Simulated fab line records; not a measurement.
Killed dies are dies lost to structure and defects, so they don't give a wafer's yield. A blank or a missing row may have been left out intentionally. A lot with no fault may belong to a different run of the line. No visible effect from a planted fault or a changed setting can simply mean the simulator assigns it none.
Comparing a struck lot with a sound one | flow sky130 | 16 out of 708 route steps
Sound: wafers L386.2, L386.4, L386.5. Wafers struck: L394.1, L394.3, L394.6. The cause is named last.
Per side, at each step with rows, come the tool, then ch with its chambers, and then its first start. Under that, the readings that differ: sound wafers | struck wafers | difference of the means | sigmas: that difference in standard deviations of wafers without a fault.
alike: same words and numbers on both sides, and readings whose means sit less than 2 such deviations apart. not compared: any withheld reading, any reading some wafer has no value for, any bound like >300 that may hide the same value, and any number with overlapping values for which the record gives no deviation.
The two part at a step that has a row with sigmas, a row that says differs or no value, or rows on one side only. Non-overlapping numbers with no deviation appear without sigmas and do not part them. Lack of a reading on every wafer of one side parts them only where that side has two or more wafers.

first, 4 steps without rows for these wafers: SKY_LDD_N_IMPLANT_12; SKY_LDD_N_IMPLANT_13; SKY_LDD_N_IMPLANT_14; SKY_LDD_N_IMPLANT_15.
SKY_LDD_N_STRIP_16: strips in O2/N2.
  sound on plasma-asher-04 ch 0,1, day 15 04:40; struck on plasma-asher-04 ch 0,1, day 18 03:37
  alike: drypump-motor-current-A, n2-flow-sccm, oes-product-au, strip-time-to-endpoint-s
  not compared: rf-hours-counter-h
SKY_LDD_N_TW_MEAS_17:
  sound on film-metro-01 at day 15 04:47; struck on film-metro-04 at day 18 03:43
  alike: LDD_N_TW
then, 6 steps without rows for these wafers: SKY_LDD_P_DEHYDRATE_00 (time 60 s); SKY_LDD_P_HMDS_01 (prime time 60 s); SKY_LDD_P_COAT_02 (resist thk 1140 nm); SKY_LDD_P_SOFTBAKE_03 (time 60 s); SKY_LDD_P_EXPOSE_04 (exposes mask PSDM, target cd 380 nm); SKY_LDD_P_PEB_05.
SKY_LDD_P_DEVELOP_06: develop time 60 s.
  sound on litho-track-01 ch 0, day 16 08:11; struck on litho-track-01 ch 0, day 19 08:25
  reading                | sound             | struck            | difference | sigmas
  chill-plate-temp-C (C) | 23.02 23.16 23.02 | 22.88 22.69 22.89 | -0.25      | -2
  developer-temp-C (C)   | 23.13 23.08 23.13 | 25.24 25.22 25.48 | +2.20      | +18
SKY_LDD_P_CD_MEAS_07: the cd target is 380 nm.
  sound on cd-sem-01 at day 16 08:20; struck on cd-sem-02 at day 19 08:34
  reading    | sound             | struck            | difference | sigmas
  cd-nm (nm) | 377.6 378.8 379.3 | 372.8 374.0 374.8 | -4.7       | -2
SKY_LDD_P_OVL_MEAS_08:
  sound on overlay-01 at day 16 08:26; struck on overlay-02 at day 19 08:41
  alike: LDD_P_OVL
-- here the record skips 27 days between the struck wafers' starts before and after, leaving off in module LDD_P and picking up in module PAD_OPEN (first step shown: number 708 of the route) --
SKY_PAD_OPEN_PROBE_99:
  sound on prober-01 at day 44 08:34; struck on prober-01 at day 46 00:19
  reading       | sound    | struck   | difference | sigmas
  killed-on-rim | 22 24 29 | 16 17 18 | -8         | -2
  alike: killed_at_M0_to_M3, killed_at_M4_up, killed-at-contacts, killed-at-front-end, killed-at-other, killed-dies, killed-open, killed-short

== WHERE THEY PART ==
Last at SKY_PAD_OPEN_PROBE_99 as far as this record goes, first at SKY_LDD_P_DEVELOP_06.

WHY: what the simulator had put in
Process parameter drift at SKY_LDD_P_DEVELOP_06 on litho-track-01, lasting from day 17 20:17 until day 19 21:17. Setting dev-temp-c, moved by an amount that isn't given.
